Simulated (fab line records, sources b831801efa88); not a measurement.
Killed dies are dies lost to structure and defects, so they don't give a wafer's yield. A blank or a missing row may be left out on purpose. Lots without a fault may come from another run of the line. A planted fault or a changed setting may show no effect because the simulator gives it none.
One fault seen from 2 desks | flow sky130 | each desk has only its own numbers; what lay behind them comes last

THE METROLOGY DESK
What the gauges read, lot by lot, whatever tool the lot ran on: means of the sampled wafers that have a number. A lot is out of limits, marked OUT, if its mean lies more than 4 standard deviations from the usual mean; the brackets give that distance.
Columns: A = SONOS_ONO_CVD_02_THK at SKY_SONOS_ONO_THK_MEAS_03, usual 10.55 nm; B = cd_nm at SKY_LDD_P_CD_MEAS_07, usual 380.4 nm
lot  | first seen here | A     | B
L621 | day 11 17:38    | 10.40 | 382.8
L622 | day 12 04:42    | 10.46 | 377.2
L623 | day 12 10:07    | 10.19 | 382.5
L628 | day 14 07:45    | 10.86 | 379.4
L630 | day 15 06:03    | 10.56 | 381.2
L634 | day 16 06:11    | 10.44 | 382.2
L635 | day 16 15:35    | 10.62 | 380.5
L637 | day 17 09:38    | 10.69 | 376.8
L638 | day 17 14:16    | 10.63 | 383.3
L640 | day 18 08:39    | 10.47 | 378.7
L641 | day 18 13:31    | 10.55 | 380.2
L643 | day 19 05:27    | 10.72 | 382.4
This desk's finding: nothing out of limits on any of the 12 lots.

THE TOOL OWNER'S DESK: implanter-04
The tool's own readings at SKY_LDD_N_IMPLANT_10: means of the sampled wafers that have a number, for each lot that ran on this tool. A lot is out of limits, marked OUT, if its mean lies more than 4 standard deviations from the usual mean; the brackets give that distance.
Columns: A = dose_ions_cm2 at SKY_LDD_N_IMPLANT_10, usual 7.499e+13; B = faraday_current_uA at SKY_LDD_N_IMPLANT_10, usual 422
lot  | first seen here | A                           | B
L622 | day 18 09:01    | 7.496e+13                   | 421
L628 | day 21 00:27    | 4.631e+13 (-99 or more) OUT | 262 (-19) OUT
L630 | day 21 21:43    | 4.640e+13 (-99 or more) OUT | 259 (-19) OUT
L637 | day 24 04:43    | 7.492e+13                   | 424
L638 | day 24 07:47    | 7.489e+13                   | 425
This desk's finding: out of limits on L628, L630; first on L628, day 21 00:27 (dose_ions_cm2 at SKY_LDD_N_IMPLANT_10). In limits: L622, L637, L638.

PUT TOGETHER
The tool owner's desk could have raised an alarm at day 21 00:27, on L628, L630.
The metrology desk saw nothing out of limits.
The metrology desk has L628, L630 on record, within its limits.
Of the lots named, all ran SKY_LDD_N_IMPLANT_10 on implanter-04.

WHAT THE SIMULATOR HAD PUT IN
Process parameter drift: implanter-04, from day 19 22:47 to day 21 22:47, at SKY_LDD_N_IMPLANT_10. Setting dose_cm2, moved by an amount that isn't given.
Lots struck among those shown: L628, L630.
Hours from the fault's start to each desk's first reading out of limits: the tool owner's desk, 26.
